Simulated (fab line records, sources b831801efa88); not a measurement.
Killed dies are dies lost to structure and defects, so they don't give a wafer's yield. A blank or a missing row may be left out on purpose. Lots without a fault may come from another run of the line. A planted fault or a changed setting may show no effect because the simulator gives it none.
Split-lot experiment | flow sky130 | 5 lots, 23 wafers read, on a route of 708 steps

THE SPLIT
At SKY_METAL1_COAT_10 (resist thk 450 nm), the setting resist_thk_nm was moved away from the recipe's 450 nm on 11 of the 23 wafers read, by -2.4% to +5.8%. The other wafers ran this setting at the recipe's value.

FROM THE SPLIT TO THE READING: what the file shows between them, 1 step
- SKY_METAL1_ETCH_18: etches BARC in N2/H2, stops on SiO2, time 45.9 s, target depth 60 nm (also split here: time_s)

THE READING
KrF-thick_of_METAL1_COAT_10.thk_nm (the simulator's own value, which no gauge read), in nm, at SKY_METAL1_METAL_ETCH_19 (etches the open film in Cl2/BCl3, stops on SiO2, target depth 360 nm, time 78 s). The file gives no usual value for it. The 12 wafers here that ran the recipe average 157.5 nm, standard deviation 5 nm.

wafer  | tool, chamber at the split | resist_thk_nm as run, nm | against the recipe | KrF-thick_of_METAL1_COAT_10.thk_nm, nm | against lot-mates on the recipe
L074.1 | litho_track-04, 0          | 450                      | recipe             | 157.5                                  | -
L074.2 | litho_track-04, 0          | 476.1                    | +5.8%              | 184.4                                  | +25.3
L074.3 | litho_track-04, 0          | 450                      | recipe             | 160.7                                  | -
L074.5 | litho_track-04, 0          | 476.1                    | +5.8%              | 183.9                                  | +24.8
L074.6 | litho_track-04, 0          | 476.1                    | +5.8%              | 188.5                                  | +29.4
L076.1 | litho_track-04, 0          | 450                      | recipe             | 151.1                                  | -
L076.2 | litho_track-04, 0          | 450                      | recipe             | 151.6                                  | -
L076.5 | litho_track-04, 0          | 450                      | recipe             | 153.3                                  | -
L080.2 | litho_track-02, 0          | 450                      | recipe             | 160.4                                  | -
L080.3 | litho_track-02, 0          | 464.8                    | +3.3%              | 176.2                                  | +14.9
L080.4 | litho_track-02, 0          | 464.8                    | +3.3%              | 174.1                                  | +12.8
L080.5 | litho_track-02, 0          | 464.8                    | +3.3%              | 170.5                                  | +9.2
L080.6 | litho_track-02, 0          | 450                      | recipe             | 162.2                                  | -
L079.1 | litho_track-01, 0          | 450                      | recipe             | 156.3                                  | -
L079.2 | litho_track-01, 0          | 439.2                    | -2.4%              | 146.4                                  | -7.0
L079.3 | litho_track-01, 0          | 439.2                    | -2.4%              | 140.7                                  | -12.7
L079.4 | litho_track-01, 0          | 439.2                    | -2.4%              | 144.2                                  | -9.2
L079.5 | litho_track-01, 0          | 450                      | recipe             | 150.5                                  | -
L083.1 | litho_track-04, 0          | 463                      | +2.9%              | 168.3                                  | +6.4
L083.2 | litho_track-04, 0          | 450                      | recipe             | 167.6                                  | -
L083.3 | litho_track-04, 0          | 450                      | recipe             | 160.6                                  | -
L083.5 | litho_track-04, 0          | 450                      | recipe             | 157.6                                  | -
L083.6 | litho_track-04, 0          | 463                      | +2.9%              | 177.5                                  | +15.6

THE FIT
A straight line over all 23 wafers: KrF-thick_of_METAL1_COAT_10.thk_nm changes by +5.05 nm for each +1% of resist_thk_nm; r = +0.95; the points scatter about the line by 4.3 nm.
The same after taking each lot's own level away (the mean of its wafers on the recipe; 23 wafers): +4.28 nm for each +1%; r = +0.96; scatter 3 nm.
On that fit, the largest move of resist_thk_nm shifts the reading by 25 nm.
The lots' own levels span 152.00 to 161.93 nm, that is 2.0 times the standard deviation above.
So the lot-to-lot level changes the slope: the two fits differ.
Check: with one of the wafers moved furthest among these (+5.8%) left out of the fit, the line predicts +24.7 nm for it against its lot-mates. It came out at +25.3 nm against them.

OTHER SPLITS ON THESE WAFERS
These wafers also went through other splits before the reading. Each is held against what the fit with the lots' levels taken away leaves over:
other split on the same wafers           | wafers away from the commonest value | r with KrF-thick_of_METAL1_COAT_10.thk_nm (lot level and that fit taken away)
SKY_LI_CONTACT_EXPOSE_09 dose_mj         | 11                                   | +0.29
SKY_LOCAL_INTERCONNECT_SPUTTER_00 time_s | 9                                    | +0.16
SKY_LOCAL_INTERCONNECT_COAT_06 spin_rpm  | 8                                    | -0.07
SKY_CONTACT_COAT_08 resist_thk_nm        | 9                                    | -0.37
SKY_CONTACT_ETCH_16 source_w             | 9                                    | +0.29
SKY_METAL1_ETCH_18 time_s                | 10                                   | -0.54

THE WHOLE CHAIN: every reading that the file lists as answering this split, in the file's order
step                     | what it does                                                                    | reading                                                                             | change (the file's fit)              | r (the file's)
SKY_METAL1_COAT_10       | resist thk 450 nm                                                               | KrF-thick_of_METAL1_COAT_10.thk_nm (the simulator's own value, which no gauge read) | +4.53 nm for each +1% of the setting | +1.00
SKY_METAL1_ETCH_18       | etches BARC in N2/H2, stops on SiO2, time 45.9 s, target depth 60 nm            | KrF-thick_of_METAL1_COAT_10.thk_nm (the simulator's own value, which no gauge read) | +4.31 nm for each +1% of the setting | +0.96
SKY_METAL1_METAL_ETCH_19 | etches the open film in Cl2/BCl3, stops on SiO2, target depth 360 nm, time 78 s | KrF-thick_of_METAL1_COAT_10.thk_nm (the simulator's own value, which no gauge read) | +4.25 nm for each +1% of the setting | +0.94
SKY_METAL1_STRIP_20      | strips in O2/N2                                                                 | strip_time_to_endpoint_s                                                            | withheld for each +1% of the setting | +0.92

THE FILE'S OWN FIT
KrF-thick_of_METAL1_COAT_10.thk_nm changes by +4.25 nm for each +1% of resist_thk_nm, r = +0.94.
